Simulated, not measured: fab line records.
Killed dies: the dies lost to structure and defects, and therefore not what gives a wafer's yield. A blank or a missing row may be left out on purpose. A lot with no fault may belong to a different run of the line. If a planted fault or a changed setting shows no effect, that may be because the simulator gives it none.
Struck lot and sound lot, side by side ; flow sky130 ; 23 out of 708 route steps
Sound: the wafers L182.1, L182.3, L182.5. Wafers L193.1, L193.2, L193.4 were the ones struck. Last of all comes the cause.
Order at every step that has rows: each side's tool, ch and its chambers, its first start. Under that, the readings that differ: sound wafers ; struck wafers ; difference of the means ; sigmas: that difference in standard deviations of wafers without a fault.
alike: words and numbers the same on both sides, and readings whose means are apart by under 2 such deviations; not compared: readings that were withheld, readings missing a value for some wafer, numbers with overlapping values and no deviation given by the record, and bounds like >300 which may hide the same value.
A row with sigmas, a row that says differs or no value, or rows on one side alone: a step with any of these is where the two part. When numbers do not overlap yet have no deviation, they are printed without sigmas and do not part them. A reading that every wafer of one side lacks parts them only if that side has two wafers or more.

first, 7 steps without rows for these wafers: SKY_RES_XHIGH_HMDS_01 (prime time 60 s); SKY_RES_XHIGH_COAT_02 (resist thk 1140 nm); SKY_RES_XHIGH_SOFTBAKE_03 (time 60 s); SKY_RES_XHIGH_EXPOSE_04 (exposes mask URPM, target cd 1270 nm); SKY_RES_XHIGH_PEB_05; SKY_RES_XHIGH_DEVELOP_06 (develop time 60 s); SKY_RES_XHIGH_IMPLANT_07.
SKY_RES_XHIGH_STRIP_08: strips in O2/N2.
  sound on plasma asher-02 ch 0,1, day 27 04:31; struck on plasma asher-03 ch 0,1, day 31 04:26
  alike: drypump motor current A, oes product au, strip time to endpoint s
  not compared: rf hours counter h
SKY_RES_XHIGH_TW_MEAS_09:
  struck on film metro-01, day 31 04:32; sound on film metro-03, day 27 04:37
  alike: RES_XHIGH_TW
then, 3 steps without rows for these wafers: SKY_SD_N_DEHYDRATE_00 (time 60 s); SKY_SD_N_HMDS_01 (prime time 60 s); SKY_SD_N_COAT_02 (resist thk 1140 nm).
SKY_SD_N_SOFTBAKE_03: time 60 s.
  sound on litho track-02 ch 0, day 27 19:15; struck on litho track-02 ch 0, day 31 18:21
reading;sound;struck;difference;sigmas
heater power total W (W);56.51 56.59 56.56;60.45 60.42 60.49;+3.90;+81
plate temp C (C);89.88 89.77 89.79;94.31 94.18 94.43;+4.49;+32
model.NOVOLAK_of_SD_N_COAT_02.thk nm (nm);1137 1140 1139;1128 1127 1128;-11;
then, 2 steps without rows for these wafers: SKY_SD_N_EXPOSE_04 (exposes mask NSDM, target cd 380 nm); SKY_SD_N_PEB_05.
SKY_SD_N_DEVELOP_06: develop time 60 s.
  sound on litho track-01 ch 0, day 28 09:40; struck on litho track-01 ch 0, day 32 07:43
reading;sound;struck;difference;sigmas
model.NOVOLAK_of_SD_N_COAT_02.thk nm (nm);1136 1139 1139;1128 1127 1127;-11;
SKY_SD_N_CD_MEAS_07: the cd target is 380 nm.
  struck on cd sem-01, day 32 07:52; sound on cd sem-02, day 28 09:49
reading;sound;struck;difference;sigmas
cd nm (nm);378.3 380.0 378.7;387.1 388.0 386.1;+8.1;+3
SKY_SD_N_OVL_MEAS_08:
  struck on overlay-02, day 32 07:59; sound on overlay-02, day 28 09:56
reading;sound;struck;difference;sigmas
SD_N_OVL (nm);-2.6 -3.5 -1.3;2.2 1.4 1.8;+4.3;+4
then, 2 steps without rows for these wafers: SKY_SD_N_IMPLANT_09; SKY_SD_N_IMPLANT_10.
SKY_SD_N_STRIP_11: strips in O2/N2.
  sound on plasma asher-04 ch 0,1, day 28 10:17; struck on plasma asher-04 ch 0,1, day 32 08:20
reading;sound;struck;difference;sigmas
strip time to endpoint s (s);22.53 22.56 22.55;22.42 22.42 22.42;-0.13;-4
  alike: drypump motor current A, oes product au
  not compared: rf hours counter h
SKY_SD_N_TW_MEAS_12:
  struck on film metro-02, day 32 08:26; sound on film metro-02, day 28 10:23
  alike: SD_N_TW
-- here the record skips 17 days between the struck wafers' starts before and after, leaving off in module SD_N and picking up in module PAD_OPEN (first step shown: number 708 of the route) --
SKY_PAD_OPEN_PROBE_99:
  record: rows for the struck wafers here (prober-01, day 48 22:44), none for the sound ones

WHERE THEY PART
Last at SKY_PAD_OPEN_PROBE_99 as far as this record goes, first at SKY_SD_N_SOFTBAKE_03.

WHY: what the simulator had put in
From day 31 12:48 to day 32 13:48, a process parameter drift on litho track-02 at SKY_SD_N_SOFTBAKE_03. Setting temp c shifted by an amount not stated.
